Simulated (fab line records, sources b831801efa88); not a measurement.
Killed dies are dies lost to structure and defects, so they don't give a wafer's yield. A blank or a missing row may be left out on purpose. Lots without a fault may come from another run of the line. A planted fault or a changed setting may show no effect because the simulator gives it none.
Chamber matching | flow sky130 | SKY_FIELD_ISO_ETCH_17 on rie_si-02: 4 sister chambers
The step etches Si in HBr/Cl2/O2, target depth 342 nm, time 97.7 s. 18 wafers are shown with their chamber, then 8 later ones without.

WAFERS WITH THEIR CHAMBER
wafer  | chamber | drypump_motor_current_A (A) | oes_product_au (a.u.) | chamber_pressure_mTorr (mTorr)
L368.1 | 3       | 6.07                        | 1.010                 | 14.983
L368.3 | 2       | 6.06                        | 0.994                 | 15.003
L368.5 | 2       | 6.05                        | 0.992                 | 14.983
L370.1 | 2       | 6.08                        | 0.993                 | 14.993
L370.3 | 0       | 5.67                        | 1.001                 | 15.014
L370.5 | 2       | 6.04                        | 1.000                 | 14.986
L371.1 | 0       | 5.76                        | 0.996                 | 15.018
L371.2 | 1       | 5.79                        | 1.010                 | 15.011
L371.6 | 2       | 6.08                        | 1.009                 | 14.995
L373.2 | 0       | 5.77                        | 0.984                 | 15.017
L373.3 | 1       | 5.83                        | 1.004                 | 14.980
L373.5 | 1       | 5.83                        | 0.998                 | 15.019
L377.2 | 2       | 6.06                        | 0.986                 | 15.010
L377.3 | 3       | 6.09                        | 1.010                 | 14.982
L377.6 | 0       | 5.69                        | 1.006                 | 14.995
L382.4 | 1       | 5.78                        | 1.004                 | 15.003
L382.5 | 0       | 5.75                        | 1.010                 | 14.991
L383.3 | 0       | 5.67                        | 0.999                 | 15.002

SIGNATURES (means of the wafers above)
reading                 | chamber 0 | chamber 1 | chamber 2 | chamber 3 | scatter within a chamber
drypump_motor_current_A | 5.7183    | 5.8075    | 6.0617    | 6.0800    | 0.0321
oes_product_au          | 0.99933   | 1.00400   | 0.99567   | 1.01000   | 0.00752
chamber_pressure_mTorr  | 15.00617  | 15.00325  | 14.99500  | 14.98250  | 0.0121
Rule: a wafer's distance from a chamber is the root of the sum, over the readings, of the square of ((its reading less the chamber's mean) divided by the reading's scatter). The wafer belongs to the nearest chamber; if the next one is less than 2 further off, it can't be placed. The scatter: the root of (the sum of the squares of (reading less its chamber's mean) over the shown wafers, divided by (wafers less chambers)).

WAFERS WITHOUT THEIR CHAMBER
wafer  | drypump_motor_current_A (A) | oes_product_au (a.u.) | chamber_pressure_mTorr (mTorr)
L383.4 | 6.09                        | 1.006                 | 14.991
L383.6 | 5.69                        | 1.010                 | 15.007
L387.3 | 6.12                        | 1.006                 | 15.012
L387.4 | 5.68                        | 1.004                 | 14.969
L387.5 | 5.68                        | 1.001                 | 15.001
L388.2 | 5.68                        | 0.998                 | 14.979
L388.3 | 6.07                        | 0.998                 | 15.015
L388.5 | 5.73                        | 1.002                 | 14.990

WHICH CHAMBER EACH WENT THROUGH
wafer  | from the rows above     | in truth
L383.4 | can't be placed: 3 or 2 | 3
L383.6 | 0                       | 0
L387.3 | can't be placed: 2 or 3 | 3
L387.4 | can't be placed: 0 or 1 | 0
L387.5 | 0                       | 0
L388.2 | can't be placed: 0 or 1 | 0
L388.3 | can't be placed: 2 or 3 | 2
L388.5 | can't be placed: 0 or 1 | 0
Placed correctly: 2 of 8. Can't be placed from these rows: 6 (the true chamber is among the candidates in 6). Placed wrongly: 0.
